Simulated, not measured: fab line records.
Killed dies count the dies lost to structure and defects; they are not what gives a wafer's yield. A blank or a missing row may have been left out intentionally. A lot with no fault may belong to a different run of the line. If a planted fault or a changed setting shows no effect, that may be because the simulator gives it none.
Chamber matching | flow gf180mcu | GF_STI_ETCH_14 on rieSi-02: 4 sister chambers
The step etches Si in HBr/Cl2/O2, target depth 360 nm, time 102.9 s. 14 wafers are shown with their chamber, then 7 later ones without.

== EACH WAFER AND ITS CHAMBER ==
wafer  | chamber | oesProductAu (a.u.) | throttleValvePct (%)
L222.1 | 3       | 0.975               | 25.682
L222.2 | 0       | 0.982               | 25.674
L222.4 | 2       | 1.013               | 25.648
L225.2 | 0       | 0.998               | 25.661
L225.3 | 3       | 0.981               | 25.664
L225.4 | 1       | 0.985               | 25.677
L233.1 | 2       | 1.011               | 25.640
L233.3 | 1       | 0.990               | 25.662
L233.6 | 2       | 1.005               | 25.655
L240.1 | 0       | 0.985               | 25.671
L240.2 | 3       | 0.989               | 25.663
L240.6 | 0       | 1.002               | 25.665
L242.2 | 0       | 0.989               | 25.672
L242.3 | 3       | 0.982               | 25.664

SIGNATURES (averages over the wafers above)
reading          | chamber 0 | chamber 1 | chamber 2 | chamber 3 | scatter within a chamber
oesProductAu     | 0.99120   | 0.98750   | 1.00967   | 0.98175   | 0.00661
throttleValvePct | 25.66860  | 25.66950  | 25.64767  | 25.66825  | 0.00771
Rule: a wafer's distance from a chamber is the root of the sum, over the readings, of the square of ((its reading less the chamber's mean) divided by the reading's scatter). If the next closest chamber is less than 2 further off than the closest, the wafer can't be placed; otherwise it belongs to the closest. How the scatter is found: for the shown wafers, subtract from each reading the mean of its chamber, square and add these, divide the total by (wafers less chambers), then take the root.

== WAFERS WITHOUT THEIR CHAMBER ==
wafer  | oesProductAu (a.u.) | throttleValvePct (%)
L242.5 | 0.992               | 25.672
L243.1 | 1.024               | 25.649
L243.3 | 0.993               | 25.661
L243.4 | 1.001               | 25.651
L244.2 | 1.001               | 25.656
L244.4 | 1.013               | 25.655
L244.6 | 0.993               | 25.659

== EACH ONE'S CHAMBER ==
wafer  | from the rows above               | in truth
L242.5 | can't be placed: 0 or 1 or 3      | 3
L243.1 | 2                                 | 2
L243.3 | can't be placed: 0 or 1 or 3      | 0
L243.4 | can't be placed: 2 or 0 or 1      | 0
L244.2 | can't be placed: 2 or 0 or 1 or 3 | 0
L244.4 | 2                                 | 2
L244.6 | can't be placed: 0 or 1 or 3 or 2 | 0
Correct placement for 2 of the 7. From these rows, 5 cannot be placed; in 5 the true chamber is one of the candidates. Wrongly placed: 0.
